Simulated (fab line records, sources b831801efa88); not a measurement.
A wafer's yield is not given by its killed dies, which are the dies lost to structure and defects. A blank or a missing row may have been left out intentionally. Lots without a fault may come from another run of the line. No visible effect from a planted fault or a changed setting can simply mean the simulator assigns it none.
A struck lot beside a sound one + flow sky130 + 17 steps out of a route of 708
Sound: wafers L665.4, L665.5, L665.6. The struck wafers were L680.2, L680.3, L680.5. The cause comes at the end.
At each step with rows: each side's tool, then ch and its chambers, then its first start. Under that, the readings that differ: sound wafers + struck wafers + difference of the means + sigmas: that difference in standard deviations of wafers without a fault.
alike: readings whose means differ by less than 2 such deviations, and words and numbers that are the same on both sides. not compared: withheld readings, readings that some wafer has no value for, bounds like >300 that may hide the same value, and numbers for which the record gives no deviation and whose values overlap.
The two part at a step that has a row with sigmas, a row that says differs or no value, or rows on one side only. Numbers that don't overlap but have no deviation are shown without sigmas and don't part them. A reading missing from all wafers of one side parts the sides only when that side holds two or more wafers.

first, 3 steps without rows for these wafers: SKY_VIA3_EXPOSE_09 (exposes mask VIM3, target cd 200 nm); SKY_VIA3_PEB_10; SKY_VIA3_DEVELOP_11 (develop time 60 s).
SKY_VIA3_CD_MEAS_12 targets a cd of 200 nm.
  sound: cdSem-02 at day 41 05:50; struck: cdSem-02 at day 44 22:44
| reading   | sound             | struck            | difference | sigmas |
|-----------|-------------------|-------------------|------------|--------|
| cdNm (nm) | 197.6 197.8 198.1 | 201.9 200.7 200.7 | +3.3       | +2     |
SKY_VIA3_OVL_MEAS_13:
  sound: overlay-02 at day 41 05:55; struck: overlay-01 at day 44 22:51
| reading       | sound      | struck | difference | sigmas |
|---------------|------------|--------|------------|--------|
| VIA3_OVL (nm) | -10 -4 -15 | 7 5 2  | +14        | +2     |
SKY_VIA3_ETCH_14: etches BARC in N2/H2, stops on SiO2, time 45.9 s, target depth 60 nm.
  sound on rieDiel-02 ch 0,2,3, day 41 05:55; struck on rieDiel-02 ch 1,2, day 44 22:53
  alike: biasW, drypumpMotorCurrentA, oesProductAu, throttleValvePct
  not compared: rfHoursCounterH
SKY_VIA3_ETCH_15: etches SiO2 in C4F8/O2/Ar, stops on TiN, target depth 507 nm, time 78 s.
  sound on rieDiel-02 ch 0,2,3, day 41 05:58; struck on rieDiel-02 ch 1,2, day 44 22:55
  alike: biasW, oesProductAu
  not compared: rfHoursCounterH
SKY_VIA3_STRIP_16: strips in O2/N2.
  sound on plasmaAsher-03 ch 0,1, day 41 06:04; struck on plasmaAsher-03 ch 0,1, day 44 22:59
  alike: drypumpMotorCurrentA, oesProductAu, stripTimeToEndpointS
  not compared: rfHoursCounterH
then, 3 steps without rows for these wafers: SKY_VIA3_STRIP_17 (strips in post etch residue remover, time 1200 s); SKY_VIA3_CLEAN_18 (cleans in IPA, time 180 s); SKY_VIA3_CLEAN_19 (cleans in O3/DIW).
SKY_VIA3_SPUTTER_20: material TiN, target thk 20 nm, time 80 s.
  sound: pvdSputter-02 at day 41 06:39; struck: pvdSputter-03 at day 44 23:34
  alike: chamberPressurePa, throttleValvePct
SKY_VIA3_CVD_21: deposits W, target thk 390 nm, time 117.31 s.
  sound on cvdW-02 ch 0,1, day 41 06:43; struck on cvdW-02 ch 0,1, day 44 23:38
  alike: chamberPressureTorr, heaterPowerW
SKY_VIA3_RS_MEAS_22: measurement is done with a four-point probe.
  sound: filmMetro-02 at day 41 06:52; struck: filmMetro-03 at day 45 00:04
| reading            | sound             | struck            | difference | sigmas |
|--------------------|-------------------|-------------------|------------|--------|
| VIA3_W_RS (ohm/sq) | 0.295 0.296 0.296 | 0.411 0.431 0.426 | +0.127     | +38    |
  not compared: hold
SKY_VIA3_THK_MEAS_23: measures by xrf.
  sound: filmMetro-02 at day 41 06:57; struck: filmMetro-03 at day 45 03:41
| reading         | sound       | struck      | difference | sigmas |
|-----------------|-------------|-------------|------------|--------|
| VIA3_W_THK (nm) | 391 388 391 | 305 299 301 | -88        | -17    |
  not compared: hold
SKY_VIA3_CMP_24: polishes, stops on SiO2, t overpolish 20 s, target thk 0 nm.
  the record has rows for the sound wafers here (cmp-02 ch 1,2, day 41 07:02) and none for the struck ones
SKY_PAD_OPEN_PROBE_99:
  sound wafers here have rows in the record (prober-01, day 47 03:17); struck ones have none

== WHERE THEY PART ==
Earliest at SKY_VIA3_CD_MEAS_12; latest, in this record, at SKY_PAD_OPEN_PROBE_99.

WHY: the cause the simulator had injected
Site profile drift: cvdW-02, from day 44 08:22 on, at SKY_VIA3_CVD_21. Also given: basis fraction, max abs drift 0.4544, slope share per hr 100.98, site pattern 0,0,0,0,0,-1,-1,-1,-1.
